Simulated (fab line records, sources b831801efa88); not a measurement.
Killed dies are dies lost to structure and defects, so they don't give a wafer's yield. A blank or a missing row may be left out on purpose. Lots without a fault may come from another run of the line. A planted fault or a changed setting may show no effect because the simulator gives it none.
A struck lot beside a sound one | flow sky130 | 16 steps out of a route of 708
Sound: wafers L123.2, L123.4, L123.6. Struck: wafers L129.1, L129.3, L129.4. The cause comes at the end.
At each step with rows: each side's tool, then ch and its chambers, then its first start. Under that, the readings that differ: sound wafers | struck wafers | difference of the means | sigmas: that difference in standard deviations of wafers without a fault.
alike: readings whose means differ by less than 2 such deviations, and words and numbers that are the same on both sides. not compared: withheld readings, readings that some wafer has no value for, bounds like >300 that may hide the same value, and numbers for which the record gives no deviation and whose values overlap.
The two part at a step that has a row with sigmas, a row that says differs or no value, or rows on one side only. Numbers that don't overlap but have no deviation are shown without sigmas and don't part them. A reading that every wafer of one side lacks parts them only if that side has two wafers or more.

SKY_VIA2_BOW_MEAS_03:
  sound on film_metro-01, day 36 08:50; struck on film_metro-04, day 38 13:13
  alike: VIA2_BOW
then, 8 steps without rows for these wafers: SKY_VIA2_DEHYDRATE_04 (time 60 s); SKY_VIA2_HMDS_05 (prime time 60 s); SKY_VIA2_COAT_06 (resist thk 60 nm); SKY_VIA2_COAT_07 (resist thk 450 nm); SKY_VIA2_SOFTBAKE_08 (time 90 s); SKY_VIA2_EXPOSE_09 (exposes mask VIM2, target cd 200 nm); SKY_VIA2_PEB_10; SKY_VIA2_DEVELOP_11 (develop time 60 s).
SKY_VIA2_CD_MEAS_12: target cd 200 nm.
  sound on cd_sem-02, day 37 09:58; struck on cd_sem-02, day 39 13:59
  alike: cd_nm
SKY_VIA2_OVL_MEAS_13:
  sound on overlay-01, day 37 10:04; struck on overlay-02, day 39 14:06
  alike: VIA2_OVL
SKY_VIA2_ETCH_14: etches BARC in N2/H2, stops on SiO2, time 45.9 s, target depth 60 nm.
  sound on rie_diel-04 ch 0,1, day 37 10:05; struck on rie_diel-03 ch 0,2,3, day 39 14:08
  alike: drypump_motor_current_A, h2_flow_sccm, oes_product_au, run_length_s, throttle_valve_pct
  not compared: rf_hours_counter_h
SKY_VIA2_ETCH_15: etches SiO2 in C4F8/O2/Ar, stops on TiN, target depth 546 nm, time 84 s.
  sound on rie_diel-04 ch 0,1, day 37 10:08; struck on rie_diel-03 ch 0,2,3, day 39 14:10
  reading                                     | sound             | struck            | difference | sigmas
  oes_product_au (a.u.)                       | 0.925 0.933 0.930 | 0.869 0.867 0.861 | -0.064     | -13
  run_length_s (s)                            | 112.0 112.1 112.9 | 122.8 122.7 122.3 | +10.3      | +28
  model.KrF-thick_of_VIA2_COAT_07.thk_nm (nm) | 285.4 285.6 285.4 | 271.9 265 270.5   | -16.3      |
  model.TiN_of_METAL2_SPUTTER_04.thk_nm (nm)  | 69.44 68.82 69.63 | 67.8 66.14 67.56  | -2.1       |
  not compared: rf_hours_counter_h
SKY_VIA2_STRIP_16: strips in O2/N2.
  sound on plasma_asher-02 ch 0,1, day 37 10:12; struck on plasma_asher-02 ch 0,1, day 39 14:14
  reading                      | sound             | struck            | difference | sigmas
  oes_product_au (a.u.)        | 0.403 0.395 0.403 | 0.396 0.397 0.382 | -0.009     | -2
  strip_time_to_endpoint_s (s) | 4.064 4.064 4.076 | 3.937 3.847 3.910 | -0.170     | -6
  alike: drypump_motor_current_A
  not compared: rf_hours_counter_h
then, 1 step without rows for these wafers: SKY_VIA2_STRIP_17 (strips in post etch residue remover, time 1200 s).
-- the record jumps here: 9 days lie between the struck wafers' starts before and after (it left off in module VIA2 and takes up again in module PAD_OPEN, whose first step shown is number 708 of the route) --
SKY_PAD_OPEN_PROBE_99:
  sound on prober-01, day 46 11:58; struck on prober-01, day 48 05:53
  alike: defect_limited_yield, killed_at_M0_to_M3, killed_at_M4_up, killed_at_contacts, killed_at_front_end, killed_at_other, killed_dies, killed_open, killed_short, sort_bin_3_pad_short, sort_bin_5_function, sort_bin_6_memory, sort_n_pass, sort_yield_pct

WHERE THEY PART
First at SKY_VIA2_ETCH_15; last, within this record, at SKY_VIA2_STRIP_16. Later steps at which nothing parts them and some readings are alike: SKY_PAD_OPEN_PROBE_99.

WHY: what the simulator had put in
Process parameter drift: rie_diel-03, from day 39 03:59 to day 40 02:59, at SKY_VIA2_ETCH_15. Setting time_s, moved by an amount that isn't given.
